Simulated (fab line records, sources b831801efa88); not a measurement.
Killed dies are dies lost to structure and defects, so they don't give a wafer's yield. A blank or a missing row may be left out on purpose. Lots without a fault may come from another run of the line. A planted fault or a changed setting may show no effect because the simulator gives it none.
Which tool did it? | flow sky130 | 6 lots, 18 wafers sampled, at 1 step of a route of 708

WHAT THE GAUGES READ, wafer by wafer
SKY_VT_ADJUST_NCORE_CD_MEAS_07: target cd 380 nm.
lot  | measured     | on        | cd_nm (nm)
L646 | day 8 20:17  | cd_sem-02 | 378.5 378.7 377.0
L648 | day 9 08:35  | cd_sem-02 | 376.8 377.2 379.0
L653 | day 10 21:13 | cd_sem-02 | 381.4 382.8 381.9
L659 | day 12 20:14 | cd_sem-02 | 381.3 380.1 381.4
L663 | day 14 00:50 | cd_sem-02 | 381.6 377.2 381.1
L666 | day 15 01:14 | cd_sem-01 | 380.1 378.8 380.9

WHICH TOOL RAN EACH LOT (tool, then ch and the chambers of the sampled wafers, then the start)
The record holds no process step before these readings.

THE ANSWER, worked out from the rows above alone
Rule: what is usual is taken from the lots themselves. Put in order of their means at a reading, lots are off if they are a third of the lots or fewer, leave a main group of 4 or more, and stand apart from it by a gap of 3 or more times the standard deviation of the main group's means; of several such gaps the widest counts. A main group whose means are all the same, to the digits that the tables above print for the reading, isn't used. A lot without any number at a reading at which 4 lots or more have one is off too. The other lots that the step has rows for count as sound.
No lot is off at any reading shown: from this, nothing can be told.

WHAT THE SIMULATOR HAD PUT IN
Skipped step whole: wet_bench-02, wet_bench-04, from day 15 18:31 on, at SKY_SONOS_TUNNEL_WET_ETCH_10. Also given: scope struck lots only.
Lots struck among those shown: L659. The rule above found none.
